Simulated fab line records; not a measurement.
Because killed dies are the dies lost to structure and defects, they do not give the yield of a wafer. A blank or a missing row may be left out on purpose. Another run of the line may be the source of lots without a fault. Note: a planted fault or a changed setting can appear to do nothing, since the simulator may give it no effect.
Which tool is to blame? / flow gf180mcu / 6 lots (18 wafers sampled), 1 step of a 602-step route

== WHAT THE GAUGES READ, wafer by wafer ==
GF_V4_CD_MEAS_14 targets a cd of 260 nm.
lot=L346; measured=day 24 19:58; on=cd_sem-01; cd_nm (nm)=259.7 258.9 258.8
lot=L350; measured=day 26 04:58; on=cd_sem-01; cd_nm (nm)=260.7 262.2 261.2
lot=L352; measured=day 26 17:30; on=cd_sem-01; cd_nm (nm)=259.4 260.9 260.1
lot=L358; measured=day 28 13:11; on=cd_sem-01; cd_nm (nm)=260.6 259.1 260.0
lot=L361; measured=day 29 15:24; on=cd_sem-01; cd_nm (nm)=260.3 259.4 260.9
lot=L364; measured=day 30 06:29; on=cd_sem-01; cd_nm (nm)=257.7 257.7 256.8

== WHAT TOOL EACH LOT RAN ON (gives the tool, then ch and the chambers of the sampled wafers, and finally the start) ==
The record holds no process step before these readings.

== THE ANSWER, worked out from the rows above alone ==
Rule: the lots themselves supply what counts as usual. The widest of any qualifying gaps counts: lots, ordered by their means at a reading, are off when they make up no more than a third of the lots, leave a main group of 4 or more, and stand apart from it by 3 or more times the standard deviation of that group's means. If all means in a main group match to the digits the tables above print for the reading, that group is not used. A lot without any number at a reading at which 4 lots or more have one is off too. The other lots that the step has rows for count as sound.
No lot is off at any reading shown: from this, nothing can be told.

== WHAT WAS PUT IN BY THE SIMULATOR ==
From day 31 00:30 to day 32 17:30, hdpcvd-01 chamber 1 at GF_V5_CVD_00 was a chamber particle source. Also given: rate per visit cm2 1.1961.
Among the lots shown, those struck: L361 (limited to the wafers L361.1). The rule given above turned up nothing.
